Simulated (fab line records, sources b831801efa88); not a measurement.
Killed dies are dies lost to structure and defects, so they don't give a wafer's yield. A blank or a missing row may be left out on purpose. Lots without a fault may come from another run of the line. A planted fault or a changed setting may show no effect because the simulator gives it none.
Which tool did it? | flow gf180mcu | 14 lots, 42 wafers sampled, at 3 steps of a route of 602

WHAT THE GAUGES READ, wafer by wafer
GF_V5_CD_MEAS_14: target cd 260 nm. Usual: cd_nm 260.0 nm, standard deviation 1.1.
lot  | measured     | on        | cd_nm (nm)        | flag
L162 | day 27 02:41 | cd_sem-02 | 259.2 259.2 258.4 |
L163 | day 28 01:55 | cd_sem-02 | 260.0 259.9 259.6 |
L164 | day 28 12:05 | cd_sem-02 | 260.7 260.6 259.8 |
L165 | day 28 09:27 | cd_sem-02 | 261.3 261.0 261.9 |
L167 | day 29 03:40 | cd_sem-01 | 261.9 261.5 259.3 |
L169 | day 29 16:36 | cd_sem-01 | 260.9 260.2 259.3 |
L171 | day 30 08:34 | cd_sem-01 | 261.1 260.3 259.8 |
L172 | day 30 09:56 | cd_sem-01 | 258.7 257.9 258.2 |
L173 | day 30 17:27 | cd_sem-02 | 260.6 260.9 260.6 |
L174 | day 30 20:00 | cd_sem-02 | 259.9 260.1 261.2 |
L175 | day 31 01:30 | cd_sem-01 | 259.0 258.4 259.2 |
L177 | day 31 16:55 | cd_sem-02 | 261.1 261.7 260.9 |
L178 | day 31 21:54 | cd_sem-01 | 259.7 258.4 259.5 |
L185 | day 33 10:39 | cd_sem-01 | 259.7 259.1 259.8 |

GF_V5_OVL_MEAS_15. Usual: V5_OVL 0 nm, standard deviation 5.9.
lot  | measured     | on         | V5_OVL (nm) | flag
L162 | day 27 02:47 | overlay-02 | -5 4 4      |
L163 | day 28 02:02 | overlay-02 | -2 -9 -13   |
L164 | day 28 12:10 | overlay-02 | 0 4 3       |
L165 | day 28 09:31 | overlay-02 | 5 5 11      |
L167 | day 29 03:47 | overlay-02 | 7 6 6       |
L169 | day 29 16:43 | overlay-01 | 1 -16 -13   |
L171 | day 30 08:41 | overlay-02 | 9 2 8       |
L172 | day 30 10:03 | overlay-01 | -4 -6 -4    |
L173 | day 30 17:34 | overlay-02 | 1 -2 -13    |
L174 | day 30 20:07 | overlay-02 | 6 -1 0      |
L175 | day 31 01:37 | overlay-01 | 1 6 -4      |
L177 | day 31 17:02 | overlay-01 | 6 5 -4      |
L178 | day 31 22:01 | overlay-02 | 1 -1 -1     |
L185 | day 33 10:46 | overlay-01 | 4 10 1      |

WHICH TOOL RAN EACH LOT (tool, then ch and the chambers of the sampled wafers, then the start)
lot  | GF_DUAL_GATE_OXIDATION_15
L162 | furnace-01 ch 0, day 8 09:23
L163 | furnace-02 ch 0, day 9 04:50
L164 | furnace-02 ch 0, day 9 11:29
L165 | furnace-02 ch 0, day 9 11:29
L167 | furnace-01 ch 0, day 10 03:00
L169 | furnace-02 ch 0, day 10 16:59
L171 | furnace-02 ch 0, day 11 07:55
L172 | furnace-02 ch 0, day 11 07:55
L173 | furnace-02 ch 0, day 11 16:31
L174 | furnace-02 ch 0, day 11 21:31
L175 | furnace-02 ch 0, day 12 00:56
L177 | furnace-02 ch 0, day 12 18:05
L178 | furnace-02 ch 0, day 12 21:49
L185 | furnace-01 ch 0, day 14 23:18
- GF_DUAL_GATE_OXIDATION_15: stabilise 600 s, purge 300 s, target thk 7.098 nm.

WHAT THE TOOLS THEMSELVES READ (means of the sampled wafers that have a number; where no wafer has one, the mark that the record gives instead)
GF_DUAL_GATE_OXIDATION_15. Usual: spike_tc_centre_C 851.0 C, standard deviation 1; zone_power_bottom_pct 19.9 %, standard deviation 1.3; zone_power_lower_pct 15.7 %, standard deviation 1.3.
lot  | tool       | spike_tc_centre_C (C) | zone_power_bottom_pct (%) | zone_power_lower_pct (%) | flag
L162 | furnace-01 | 851.5                 | 22.1                      | 17.6                     |
L163 | furnace-02 | 850.9                 | 19.0                      | 14.8                     |
L164 | furnace-02 | 850.5                 | 19.1                      | 14.9                     |
L165 | furnace-02 | 850.2                 | 18.8                      | 15.0                     |
L167 | furnace-01 | 851.5                 | 22.2                      | 17.6                     |
L169 | furnace-02 | 851.8                 | 19.0                      | 14.9                     |
L171 | furnace-02 | 850.6                 | 19.1                      | 14.8                     |
L172 | furnace-02 | 851.1                 | 19.2                      | 14.7                     |
L173 | furnace-02 | 850.0                 | 19.2                      | 14.8                     |
L174 | furnace-02 | 850.8                 | 19.3                      | 15.0                     |
L175 | furnace-02 | 850.6                 | 19.2                      | 14.8                     |
L177 | furnace-02 | 850.8                 | 18.9                      | 14.8                     |
L178 | furnace-02 | 850.7                 | 19.1                      | 14.7                     |
L185 | furnace-01 | 851.2                 | 22.0                      | 17.5                     |

THE ANSWER, worked out from the rows above alone
Rule: a lot is off if the mean of its wafers that have a number lies more than 3 standard deviations from the usual mean. A lot without any number at a reading at which 4 lots or more have one is off too. The other lots that the step has rows for count as sound. The gauges are gone through in route order, then the tools' own readings, and for those a lot's mean is taken as printed above. The first step at which some lot is off is used, and at that step the reading that is off furthest; a lot without a number counts as furthest.
No lot is off at any reading shown: from this, nothing can be told.

WHAT THE SIMULATOR HAD PUT IN
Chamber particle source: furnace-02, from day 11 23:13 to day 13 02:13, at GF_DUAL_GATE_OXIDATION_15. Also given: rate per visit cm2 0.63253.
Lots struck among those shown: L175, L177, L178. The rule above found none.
